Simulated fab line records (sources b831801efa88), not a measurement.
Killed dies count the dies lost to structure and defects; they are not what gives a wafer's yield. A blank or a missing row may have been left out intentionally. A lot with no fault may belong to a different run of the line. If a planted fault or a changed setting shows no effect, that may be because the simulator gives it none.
fab line records	flow gf180mcu
[record] lots = 6	wafers = 18	last_day = 34
route steps=602 shown NWELL@50 LVPWELL@54 MVSD@66 MVPSD@78 VT_IMPLANT@90
lots that met no fault: from a run of the same line without faults
start_h: start of the lot's first displayed wafer, in hours after the record's first day	wait_h: time in hours since the lot's previous step	" unchanged from the row above	L1.1+2: a row that stands for several wafers	- no value present, or no start provided	* or withheld: withheld	< > ~ a bound
route shown NAME@n: a module of which the file shows steps, and the number in the route of the first	usual: mean/standard deviation of fault-free wafers	same: alike in all rows	chamber/n: place in a boat	sites: the reading at each site	_std_site: the values' standard deviation	_edge_site: outer sites' mean less inner sites'	radius_mm: for every site, how far away it sits from the centre of the wafer	mask NAME#n: copy n	behind: the last tool/chamber to shape the wafer	hold: cause of the lot's hold/its duration in hours/its outcome	device: the n, p or np transistor that did not switch	end of line: tests run on the same wafers once the route is complete	where a step has no rows: the recipe by itself	killed: at the first sort, the dies lost to defects and structure; wafer yield is something else	map: a wafer's dies, marking killed ones x, the rest . and places with no die _
set.NAME: the setting as run; set.NAME@STEP: as run at that earlier step	model.NAME: the simulator's own value behind a step, which no gauge read
lots at some steps of the route; a table a step, a row a wafer
services: a tool's chamber out of use, with start hour (start_h, from the record's first day; less than 0 if before it), hours out, and reason
[[steps]]
[step GF_NWELL_IMPLANT_08]
[recipe] species = P	energy_kev = 450	dose_cm2 = 1.5e+13	tilt_deg = 0
[step GF_NWELL_IMPLANT_09]
[recipe] species = P	energy_kev = 160	dose_cm2 = 4e+12	tilt_deg = 0
[step GF_NWELL_STRIP_10]
[recipe] chemistry = O2/N2	power_w = 1400	pressure_mtorr = 1500	platen_temp_c = 250	o2_flow_sccm = 3000	n2_flow_sccm = 300	overash_fraction = 0.5
[usual] drypump_motor_current_A = 5.50/0.23	heater_power_w = 345/26	oes_product_au = 0.723/0.0045	strip_time_to_endpoint_s = 36.95/0.11
lot.wafer	tool	chamber	start_h	wait_h	drypump_motor_current_A	heater_power_w	oes_product_au	rf_hours_counter_h	strip_time_to_endpoint_s
L267.1	plasma_asher-01	0	87.18	0.1	5.71	373	0.717	44	37.17
L267.4	"	0	"	"	5.72	372	0.720	-	37.17
L267.6	"	1	"	"	5.09	319	0.724	-	37.15
L266.3	plasma_asher-04	1	89.51	0.1	5.73	374	0.729	-	36.87
L266.4	"	0	"	"	5.50	336	0.725	-	36.93
L266.6	"	1	"	"	5.74	373	0.728	-	36.83
L274.2	plasma_asher-01	1	124.86	0.1	5.09	323	0.715	49	36.99
L274.3	"	1	"	"	5.10	325	0.725	-	37.05
L274.5	"	1	"	"	5.09	321	0.731	-	37.05
L275.1	plasma_asher-01	0	136.01	0.1	5.72	369	0.730	50	36.90
L275.4	"	0	"	"	5.70	368	0.727	-	37.00
L275.6	"	1	"	"	5.10	321	0.723	-	36.96
L282.1	plasma_asher-01	1	169.86	0.1	5.08	324	0.719	53	36.94
L282.3	"	0	"	"	5.71	361	0.726	-	36.88
L282.6	"	1	"	"	5.07	326	0.725	-	37.07
L283.3	plasma_asher-01	1	175.97	0.1	5.09	320	0.714	-	36.90
L283.4	"	0	"	"	5.71	371	0.720	-	36.92
L283.6	"	0	"	"	5.73	370	0.727	-	36.96
[step GF_NWELL_TW_MEAS_11]
[usual] NWELL_TW = 1572/14
lot.wafer	tool	chamber	start_h	wait_h	NWELL_TW
L267.1	film_metro-01	-	87.28	0.1	1570
L267.4	"	-	"	"	1575
L267.6	"	-	"	"	1570
L266.3	film_metro-03	-	89.60	0.1	1576
L266.4	"	-	"	"	1586
L266.6	"	-	"	"	1578
L274.2	film_metro-03	-	124.97	0.1	1578
L274.3	"	-	"	"	1578
L274.5	"	-	"	"	1587
L275.1	film_metro-04	-	136.11	0.1	1554
L275.4	"	-	"	"	1550
L275.6	"	-	"	"	1556
L282.1	film_metro-03	-	169.96	0.1	1579
L282.3	"	-	"	"	1582
L282.6	"	-	"	"	1581
L283.3	film_metro-03	-	176.06	0.1	1600
L283.4	"	-	"	"	1597
L283.6	"	-	"	"	1587
[step GF_LVPWELL_DEHYDRATE_00]
[recipe] temp_c = 200	time_s = 60
[step GF_LVPWELL_HMDS_01]
[recipe] prime_time_s = 60	prime_temp_c = 120
[step GF_LVPWELL_COAT_02]
[recipe] spin_rpm = 2000	resist_thk_nm = 3000
[step GF_LVPWELL_SOFTBAKE_03]
[recipe] temp_c = 110	time_s = withheld
[step GF_LVPWELL_EXPOSE_04]
[recipe] mask_id = LVPWELL	target_cd_nm = 600	na = 0.6	source_shape = conventional	sigma_outer = 0.6	dose_mj = 260
[step GF_LVPWELL_PEB_05]
[recipe] temp_c = 115	time_s = withheld
[step GF_LVPWELL_DEVELOP_06]
[recipe] wall_angle_deg = 90	develop_time_s = 60	dev_temp_c = 23
[step GF_LVPWELL_OVL_MEAS_07]
[usual] LVPWELL_OVL = -0.8/1.2
lot.wafer	tool	chamber	start_h	wait_h	LVPWELL_OVL[nm]
L267.1	overlay-02	-	101.04	-	-0.4
L267.4	"	-	"	"	-0.4
L267.6	"	-	"	"	-0.9
L266.3	overlay-01	-	103.25	-	-0.4
L266.4	"	-	"	"	-0.5
L266.6	"	-	"	"	-1.4
L274.2	overlay-01	-	139.62	-	-1.0
L274.3	"	-	"	"	-1.3
L274.5	"	-	"	"	-1.8
L275.1	overlay-01	-	150.44	-	-2.4
L275.4	"	-	"	"	-0.8
L275.6	"	-	"	"	-0.5
L282.1	overlay-01	-	187.03	-	-1.9
L282.3	"	-	"	"	-1.4
L282.6	"	-	"	"	-1.9
L283.3	overlay-02	-	191.94	-	-0.3
L283.4	"	-	"	"	-1.3
L283.6	"	-	"	"	-1.9
[step GF_LVPWELL_IMPLANT_08]
[recipe] species = B	energy_kev = 170	dose_cm2 = 1.5e+13	tilt_deg = 0
[usual] beam_energy_keV = 170.00/0.047	beam_on_s = 10.05/0.19	implant_ion_amu = 11/0
lot.wafer	tool	chamber	start_h	wait_h	beam_energy_keV	beam_on_s	implant_ion_amu
L267.1	implanter-04	0	101.08	0.0	170.04	9.80	11
L267.4	"	0	"	"	170.05	9.98	11
L267.6	"	0	"	"	169.96	10.10	11
L266.3	implanter-03	0	103.33	0.1	169.99	9.75	11
L266.4	"	0	"	"	170.01	10.16	11
L266.6	"	0	"	"	170.01	10.01	11
L274.2	implanter-01	-	139.67	0.0	-	-	-
L274.3	"	-	"	"	-	-	-
L274.5	"	-	"	"	-	-	-
L275.1	implanter-03	-	150.48	0.0	-	-	-
L275.4	"	-	"	"	-	-	-
L275.6	"	-	"	"	-	-	-
L282.1	implanter-03	0	187.06	0.0	169.99	10.10	11
L282.3	"	0	"	"	170.03	10.03	11
L282.6	"	0	"	"	170.01	9.89	11
L283.3	implanter-04	0	192.01	0.1	169.92	10.31	11
L283.4	"	0	"	"	170.03	10.08	11
L283.6	"	0	"	"	170.04	10.15	11
[step GF_LVPWELL_IMPLANT_09]
[recipe] species = B	energy_kev = 60	dose_cm2 = 5e+12	tilt_deg = 0
[step GF_LVPWELL_STRIP_10]
[recipe] chemistry = O2/N2	power_w = 1400	pressure_mtorr = 1500	platen_temp_c = 250	o2_flow_sccm = 3000	n2_flow_sccm = 300	overash_fraction = 0.5
[usual] drypump_motor_current_A = 5.6/0.48	heater_power_w = 340/26	oes_product_au = 0.723/0.0043	strip_time_to_endpoint_s = 36.96/0.084
lot.wafer	tool	chamber	start_h	wait_h	drypump_motor_current_A	heater_power_w	oes_product_au	rf_hours_counter_h	strip_time_to_endpoint_s
L267.1	plasma_asher-03	1	101.38	0.1	6.4	335	0.725	45	36.96
L267.4	"	1	"	"	6.5	351	0.718	-	37.00
L267.6	"	0	"	"	5.2	359	0.716	-	37.00
L266.3	plasma_asher-03	1	103.61	0.1	6.5	333	0.719	-	36.81
L266.4	"	0	"	"	5.2	353	0.720	-	36.88
L266.6	"	0	"	"	5.2	345	0.720	-	36.76
L274.2	plasma_asher-02	1	139.95	0.1	5.4	284	0.719	2	37.07
L274.3	"	0	"	"	5.4	360	0.720	-	37.05
L274.5	"	0	"	"	5.4	360	0.719	-	37.08
L275.1	plasma_asher-03	1	150.78	0.1	6.4	333	0.730	50	36.98
L275.4	"	0	"	"	5.2	347	0.725	-	36.88
L275.6	"	1	"	"	6.4	346	0.720	-	36.95
L282.1	plasma_asher-02	1	187.36	0.1	5.4	290	0.731	7	36.97
L282.3	"	1	"	"	5.4	286	0.729	-	37.04
L282.6	"	1	"	"	5.4	291	0.715	-	36.89
L283.3	plasma_asher-02	0	192.30	0.1	5.4	372	0.723	-	37.09
L283.4	"	1	"	"	5.4	287	0.725	-	36.94
L283.6	"	1	"	"	5.4	285	0.727	-	36.98
[step GF_LVPWELL_TW_MEAS_11]
[usual] LVPWELL_TW = 560/4.9
lot.wafer	tool	chamber	start_h	wait_h	LVPWELL_TW
L267.1	film_metro-03	-	101.48	0.1	566
L267.4	"	-	"	"	564
L267.6	"	-	"	"	568
L266.3	film_metro-03	-	103.70	0.1	561
L266.4	"	-	"	"	566
L266.6	"	-	"	"	562
L274.2	film_metro-03	-	140.06	0.1	342
L274.3	"	-	"	"	340
L274.5	"	-	"	"	342
L275.1	film_metro-03	-	150.88	0.1	344
L275.4	"	-	"	"	345
L275.6	"	-	"	"	346
L282.1	film_metro-03	-	187.46	0.1	560
L282.3	"	-	"	"	560
L282.6	"	-	"	"	562
L283.3	film_metro-01	-	192.38	0.1	565
L283.4	"	-	"	"	565
L283.6	"	-	"	"	567
[step GF_MVSD_DEHYDRATE_00]
[recipe] temp_c = 200	time_s = 60
[step GF_MVSD_HMDS_01]
[recipe] prime_time_s = 60	prime_temp_c = 120
[step GF_MVSD_COAT_02]
[recipe] spin_rpm = 2000	resist_thk_nm = 3000
[step GF_MVSD_SOFTBAKE_03]
[recipe] temp_c = 110	time_s = withheld
[step GF_MVSD_EXPOSE_04]
[recipe] mask_id = MVSD	target_cd_nm = 1000	na = 0.6	source_shape = conventional	sigma_outer = 0.6	dose_mj = 260
[step GF_MVSD_PEB_05]
[recipe] temp_c = 115	time_s = withheld
[step GF_MVSD_DEVELOP_06]
[recipe] wall_angle_deg = 90	develop_time_s = 60	dev_temp_c = 23
[step GF_MVSD_OVL_MEAS_07]
[usual] MVSD_OVL = 0.2/1.4
lot.wafer	tool	chamber	start_h	wait_h	MVSD_OVL[nm]
L267.1	overlay-01	-	116.13	-	-0.1
L267.4	"	-	"	"	0.6
L267.6	"	-	"	"	1.1
L266.3	overlay-01	-	117.72	-	3.2
L266.4	"	-	"	"	1.6
L266.6	"	-	"	"	1.1
L274.2	overlay-02	-	155.23	-	-1.0
L274.3	"	-	"	"	-1.8
L274.5	"	-	"	"	-3.0
L275.1	overlay-01	-	165.63	-	-1.6
L275.4	"	-	"	"	0.7
L275.6	"	-	"	"	0.7
L282.1	overlay-01	-	204.03	-	-2.0
L282.3	"	-	"	"	-2.5
L282.6	"	-	"	"	-1.5
L283.3	overlay-01	-	208.74	-	0.3
L283.4	"	-	"	"	-0.2
L283.6	"	-	"	"	-0.2
[step GF_MVSD_IMPLANT_08]
[recipe] species = P	energy_kev = 400	dose_cm2 = 1.6e+13	tilt_deg = 0
[step GF_MVSD_IMPLANT_09]
[recipe] species = P	energy_kev = 100	dose_cm2 = 5e+12	tilt_deg = 0
[step GF_MVSD_STRIP_10]
[recipe] chemistry = O2/N2	power_w = 1400	pressure_mtorr = 1500	platen_temp_c = 250	o2_flow_sccm = 3000	n2_flow_sccm = 300	overash_fraction = 0.5
[usual] drypump_motor_current_A = 5.7/0.51	heater_power_w = 348/17	oes_product_au = 0.723/0.0046	strip_time_to_endpoint_s = 36.94/0.09
lot.wafer	tool	chamber	start_h	wait_h	drypump_motor_current_A	heater_power_w	oes_product_au	rf_hours_counter_h	strip_time_to_endpoint_s
L267.1	plasma_asher-04	0	116.46	0.1	5.5	344	0.729	34	37.04
L267.4	"	0	"	"	5.5	334	0.715	-	37.00
L267.6	"	1	"	"	5.8	367	0.718	-	36.97
L266.3	plasma_asher-01	0	118.08	0.1	5.7	368	0.730	-	36.98
L266.4	"	1	"	"	5.1	321	0.718	-	36.99
L266.6	"	0	"	"	5.7	372	0.720	-	37.09
L274.2	plasma_asher-03	0	155.56	0.1	5.2	356	0.729	51	36.96
L274.3	"	0	"	"	5.2	357	0.726	-	36.92
L274.5	"	1	"	"	6.5	337	0.731	-	37.04
L275.1	plasma_asher-03	0	165.96	0.1	5.2	360	0.727	52	36.94
L275.4	"	1	"	"	6.5	340	0.721	-	36.99
L275.6	"	1	"	"	6.5	336	0.725	-	36.98
L282.1	plasma_asher-03	0	204.36	0.1	5.2	353	0.728	56	36.96
L282.3	"	1	"	"	6.5	340	0.721	-	36.90
L282.6	"	1	"	"	6.5	341	0.723	-	36.86
L283.3	plasma_asher-01	0	209.10	0.1	5.7	368	0.723	-	36.86
L283.4	"	1	"	"	5.1	316	0.725	-	36.97
L283.6	"	1	"	"	5.1	321	0.724	-	36.85
[step GF_MVSD_TW_MEAS_11]
[usual] MVSD_TW = 1576/13
lot.wafer	tool	chamber	start_h	wait_h	MVSD_TW
L267.1	film_metro-03	-	116.56	0.1	1594
L267.4	"	-	"	"	1596
L267.6	"	-	"	"	1591
L266.3	film_metro-03	-	118.17	0.1	1592
L266.4	"	-	"	"	1592
L266.6	"	-	"	"	1594
L274.2	film_metro-01	-	155.67	0.1	1589
L274.3	"	-	"	"	1589
L274.5	"	-	"	"	1580
L275.1	film_metro-04	-	166.06	0.1	1564
L275.4	"	-	"	"	1562
L275.6	"	-	"	"	1552
L282.1	film_metro-04	-	204.46	0.1	1558
L282.3	"	-	"	"	1561
L282.6	"	-	"	"	1559
L283.3	film_metro-04	-	209.18	0.1	1556
L283.4	"	-	"	"	1555
L283.6	"	-	"	"	1554
[step GF_MVPSD_DEHYDRATE_00]
[recipe] temp_c = 200	time_s = 60
[step GF_MVPSD_HMDS_01]
[recipe] prime_time_s = 60	prime_temp_c = 120
[step GF_MVPSD_COAT_02]
[recipe] spin_rpm = 2000	resist_thk_nm = 3000
[step GF_MVPSD_SOFTBAKE_03]
[recipe] temp_c = 110	time_s = withheld
[step GF_MVPSD_EXPOSE_04]
[recipe] mask_id = MVPSD	target_cd_nm = 1000	na = 0.6	source_shape = conventional	sigma_outer = 0.6	dose_mj = 260
[step GF_MVPSD_PEB_05]
[recipe] temp_c = 115	time_s = withheld
[step GF_MVPSD_DEVELOP_06]
[recipe] wall_angle_deg = 90	develop_time_s = 60	dev_temp_c = 23
[step GF_MVPSD_OVL_MEAS_07]
[usual] MVPSD_OVL = 0.0/1.3
lot.wafer	tool	chamber	start_h	wait_h	MVPSD_OVL[nm]
L267.1	overlay-01	-	131.14	-	-2.5
L267.4	"	-	"	"	-2.0
L267.6	"	-	"	"	-2.0
L266.3	overlay-01	-	132.75	-	-1.7
L266.4	"	-	"	"	-1.7
L266.6	"	-	"	"	-1.6
L274.2	overlay-02	-	170.90	-	2.2
L274.3	"	-	"	"	1.3
L274.5	"	-	"	"	0.5
L275.1	overlay-02	-	182.44	-	-1.0
L275.4	"	-	"	"	0.1
L275.6	"	-	"	"	-0.3
L282.1	overlay-01	-	221.71	-	0.3
L282.3	"	-	"	"	0.2
L282.6	"	-	"	"	1.0
L283.3	overlay-01	-	225.87	-	0.0
L283.4	"	-	"	"	0.0
L283.6	"	-	"	"	-0.6
[step GF_MVPSD_IMPLANT_08]
[recipe] species = B	energy_kev = 170	dose_cm2 = 1.5e+13	tilt_deg = 0
[step GF_MVPSD_IMPLANT_09]
[recipe] species = B	energy_kev = 40	dose_cm2 = 5e+12	tilt_deg = 0
[step GF_MVPSD_STRIP_10]
[recipe] chemistry = O2/N2	power_w = 1400	pressure_mtorr = 1500	platen_temp_c = 250	o2_flow_sccm = 3000	n2_flow_sccm = 300	overash_fraction = 0.5
[usual] drypump_motor_current_A = 5.7/0.39	heater_power_w = 346/23	oes_product_au = 0.722/0.0052	strip_time_to_endpoint_s = 36.99/0.11
lot.wafer	tool	chamber	start_h	wait_h	drypump_motor_current_A	heater_power_w	oes_product_au	rf_hours_counter_h	strip_time_to_endpoint_s
L267.1	plasma_asher-04	0	131.48	0.1	5.5	343	0.718	36	37.12
L267.4	"	0	"	"	5.5	339	0.721	-	37.11
L267.6	"	0	"	"	5.5	335	0.721	-	37.08
L266.3	plasma_asher-02	1	133.11	0.1	5.4	286	0.715	-	37.00
L266.4	"	0	"	"	5.4	344	0.728	-	37.07
L266.6	"	1	"	"	5.4	293	0.720	-	37.03
L274.2	plasma_asher-04	0	171.23	0.1	5.5	334	0.722	40	37.17
L274.3	"	0	"	"	5.5	338	0.720	-	37.14
L274.5	"	0	"	"	5.5	334	0.726	-	37.27
L275.1	plasma_asher-04	0	182.78	0.1	5.5	337	0.720	42	36.88
L275.4	"	1	"	"	5.7	377	0.732	-	36.98
L275.6	"	0	"	"	5.5	337	0.711	-	37.06
L282.1	plasma_asher-02	1	222.05	0.1	5.4	288	0.725	11	37.01
L282.3	"	1	"	"	5.4	290	0.721	-	37.00
L282.6	"	0	"	"	5.4	342	0.728	-	37.05
L283.3	plasma_asher-03	0	226.23	0.1	5.2	360	0.719	-	36.91
L283.4	"	1	"	"	6.4	348	0.725	-	36.95
L283.6	"	0	"	"	5.2	356	0.719	-	37.04
[step GF_MVPSD_TW_MEAS_11]
[usual] MVPSD_TW = 552/5
lot.wafer	tool	chamber	start_h	wait_h	MVPSD_TW
L267.1	film_metro-03	-	131.58	0.1	554
L267.4	"	-	"	"	555
L267.6	"	-	"	"	562
L266.3	film_metro-04	-	133.20	0.1	548
L266.4	"	-	"	"	549
L266.6	"	-	"	"	549
L274.2	film_metro-03	-	171.34	0.1	559
L274.3	"	-	"	"	556
L274.5	"	-	"	"	555
L275.1	film_metro-04	-	182.88	0.1	547
L275.4	"	-	"	"	545
L275.6	"	-	"	"	546
L282.1	film_metro-01	-	222.15	0.1	554
L282.3	"	-	"	"	554
L282.6	"	-	"	"	556
L283.3	film_metro-03	-	226.32	0.1	554
L283.4	"	-	"	"	556
L283.6	"	-	"	"	554
[step GF_VT_IMPLANT_DEHYDRATE_00]
[recipe] temp_c = 200	time_s = 60
[step GF_VT_IMPLANT_HMDS_01]
[recipe] prime_time_s = 60	prime_temp_c = 120
[step GF_VT_IMPLANT_RS_MEAS_48]
[recipe] thk_meas_gauge = four-point-probe
[usual] LVPWELL_RS = 1196.8/3
lot.wafer	tool	chamber	start_h	wait_h	LVPWELL_RS[ohm/sq]
L267.1	film_metro-04	-	195.69	0.1	1193.8
L267.4	"	-	"	"	1191.6
L267.6	"	-	"	"	1189.3
L266.3	film_metro-01	-	197.62	0.1	1198.9
L266.4	"	-	"	"	1192.3
L266.6	"	-	"	"	1196.4
L274.2	film_metro-04	-	241.54	0.1	3823.7
L274.3	"	-	"	"	3822.9
L274.5	"	-	"	"	3824.6
L275.1	film_metro-01	-	251.89	0.1	3790.5
L275.4	"	-	"	"	3797.8
L275.6	"	-	"	"	3801.7
L282.1	film_metro-03	-	297.77	0.1	1194.7
L282.3	"	-	"	"	1200.9
L282.6	"	-	"	"	1199.4
L283.3	film_metro-01	-	303.80	0.1	1198.8
L283.4	"	-	"	"	1195.6
L283.6	"	-	"	"	1195.3
[[services]]
tool	chamber	start_h	hours	kind
implanter-01	-	63.66	1.1	repair
plasma_asher-04	-	74.05	4.0	pm
implanter-03	-	74.97	3.1	pm
plasma_asher-02	-	77.36	15.6	pm
plasma_asher-01	-	83.89	0.6	repair
implanter-04	-	98.77	2.1	repair
plasma_asher-02	-	105.21	9.8	repair
plasma_asher-02	-	115.05	9.0	pm
plasma_asher-02	0	115.05	9.0	vent_cycle
plasma_asher-02	1	115.05	9.0	vent_cycle
plasma_asher-02	0	124.05	-	clean
plasma_asher-02	1	124.05	-	clean
implanter-03	-	144.20	3.7	repair
implanter-01	-	145.47	1.7	repair
implanter-04	-	165.72	9.9	repair
implanter-04	-	196.71	1.8	repair
implanter-01	-	197.47	2.9	pm
plasma_asher-04	-	202.72	25.9	pm
[[key]]
[first_sign] step = GF_LVPWELL_IMPLANT_08	reading = tool_record	direction = missing
[effect] step = GF_LVPWELL_TW_MEAS_11	reading = LVPWELL_TW	direction = down	sigmas = 44	usual = 560	struck = 343
[effect] step = GF_VT_IMPLANT_RS_MEAS_48	reading = LVPWELL_RS	direction = up	sigmas = 99+	usual = 1196.8	struck = 3810.2
met_at GF_LVPWELL_IMPLANT_08
struck_wafers L274.2,L274.3,L274.5,L275.1,L275.4,L275.6
later_rows_left_out L274.2,L274.3,L274.5,L275.1,L275.4,L275.6
sort_left_out L274.2,L274.3,L274.5,L275.1,L275.4,L275.6
tester_left_out L274,L275
onset_between 103.33 139.67
[fault] kind = skipped_step_whole	tool = implanter-01,implanter-03	chamber = -	onset_h = 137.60	steps = GF_LVPWELL_IMPLANT_08	scope = struck_lots_only
// tester_left_out: of these lots the tester's yield and bins aren't shown, on N5 and GAA mostly nor the transistor test; their killed dies are dies lost to structure and defects alone, not to doping, threshold or leakage, so they don't give the yield
// sort_left_out: the simulated sort isn't trusted on such a fault, so these wafers' sort isn't shown, and their yield isn't known
// later_rows_left_out: the simulator's readings of these wafers behind a module that went badly wrong aren't trusted and aren't shown, but for the sort
